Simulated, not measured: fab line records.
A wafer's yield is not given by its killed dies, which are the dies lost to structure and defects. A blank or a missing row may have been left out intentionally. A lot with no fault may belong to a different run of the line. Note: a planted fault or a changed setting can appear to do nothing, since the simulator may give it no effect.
Chamber matching :: flow gf180mcu :: GF_V3_CVD_02 on pecvd-03 has 3 sister chambers
The step deposits SiO2 from TEOS, target thk 850 nm, time 94.851 s. 18 wafers are shown with their chamber, then 9 later ones without.

## WAFERS, EACH WITH ITS CHAMBER
wafer: L592.3
chamber: 1
heaterPowerOuterW (W): 293
heaterPowerW (W): 549

wafer: L592.4
chamber: 0
heaterPowerOuterW (W): 239
heaterPowerW (W): 513

wafer: L592.5
chamber: 1
heaterPowerOuterW (W): 324
heaterPowerW (W): 589

wafer: L596.3
chamber: 2
heaterPowerOuterW (W): 379
heaterPowerW (W): 631

wafer: L596.4
chamber: 2
heaterPowerOuterW (W): 282
heaterPowerW (W): 509

wafer: L596.6
chamber: 0
heaterPowerOuterW (W): 240
heaterPowerW (W): 509

wafer: L597.1
chamber: 2
heaterPowerOuterW (W): 302
heaterPowerW (W): 518

wafer: L597.5
chamber: 0
heaterPowerOuterW (W): 309
heaterPowerW (W): 600

wafer: L597.6
chamber: 1
heaterPowerOuterW (W): 316
heaterPowerW (W): 574

wafer: L598.2
chamber: 2
heaterPowerOuterW (W): 337
heaterPowerW (W): 583

wafer: L598.3
chamber: 1
heaterPowerOuterW (W): 273
heaterPowerW (W): 525

wafer: L598.5
chamber: 0
heaterPowerOuterW (W): 337
heaterPowerW (W): 622

wafer: L599.1
chamber: 1
heaterPowerOuterW (W): 319
heaterPowerW (W): 595

wafer: L599.3
chamber: 2
heaterPowerOuterW (W): 296
heaterPowerW (W): 526

wafer: L599.4
chamber: 0
heaterPowerOuterW (W): 231
heaterPowerW (W): 504

wafer: L603.1
chamber: 1
heaterPowerOuterW (W): 323
heaterPowerW (W): 584

wafer: L603.2
chamber: 2
heaterPowerOuterW (W): 364
heaterPowerW (W): 640

wafer: L603.6
chamber: 0
heaterPowerOuterW (W): 294
heaterPowerW (W): 598

SIGNATURES, as means of the wafers listed above
reading: heaterPowerOuterW
chamber 0: 275.00
chamber 1: 308.00
chamber 2: 326.67
scatter within a chamber: 36.3

reading: heaterPowerW
chamber 0: 557.67
chamber 1: 569.33
chamber 2: 567.83
scatter within a chamber: 48.7
Rule: for each reading, subtract the chamber's mean from the wafer's reading, divide by that reading's scatter and square the result; add these up over the readings and take the root, which gives the wafer's distance from the chamber. The wafer belongs to the nearest chamber; if the next one is less than 2 further off, it can't be placed. The scatter is the square root of a quotient: the sum, over the shown wafers, of each reading's squared deviation from its chamber's mean, divided by wafers minus chambers.

## WAFERS WITH NO CHAMBER GIVEN
wafer: L609.3
heaterPowerOuterW (W): 342
heaterPowerW (W): 629

wafer: L609.4
heaterPowerOuterW (W): 359
heaterPowerW (W): 595

wafer: L609.6
heaterPowerOuterW (W): 244
heaterPowerW (W): 483

wafer: L610.1
heaterPowerOuterW (W): 378
heaterPowerW (W): 649

wafer: L610.2
heaterPowerOuterW (W): 294
heaterPowerW (W): 578

wafer: L610.6
heaterPowerOuterW (W): 320
heaterPowerW (W): 629

wafer: L613.1
heaterPowerOuterW (W): 246
heaterPowerW (W): 505

wafer: L613.4
heaterPowerOuterW (W): 318
heaterPowerW (W): 570

wafer: L613.5
heaterPowerOuterW (W): 290
heaterPowerW (W): 573

## WHICH CHAMBER EACH ONE RAN IN
wafer: L609.3
from the rows above: can't be placed: 2 or 1 or 0
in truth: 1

wafer: L609.4
from the rows above: can't be placed: 2 or 1 or 0
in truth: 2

wafer: L609.6
from the rows above: can't be placed: 0 or 1 or 2
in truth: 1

wafer: L610.1
from the rows above: can't be placed: 2 or 1 or 0
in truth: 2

wafer: L610.2
from the rows above: can't be placed: 1 or 0 or 2
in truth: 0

wafer: L610.6
from the rows above: can't be placed: 1 or 2 or 0
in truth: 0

wafer: L613.1
from the rows above: can't be placed: 0 or 1 or 2
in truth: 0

wafer: L613.4
from the rows above: can't be placed: 2 or 1 or 0
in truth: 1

wafer: L613.5
from the rows above: can't be placed: 1 or 0 or 2
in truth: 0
Correctly placed: 0 of 9. Cannot be placed on the basis of these rows: 9; the candidates contain the true chamber in 9. Number placed wrongly: 0.
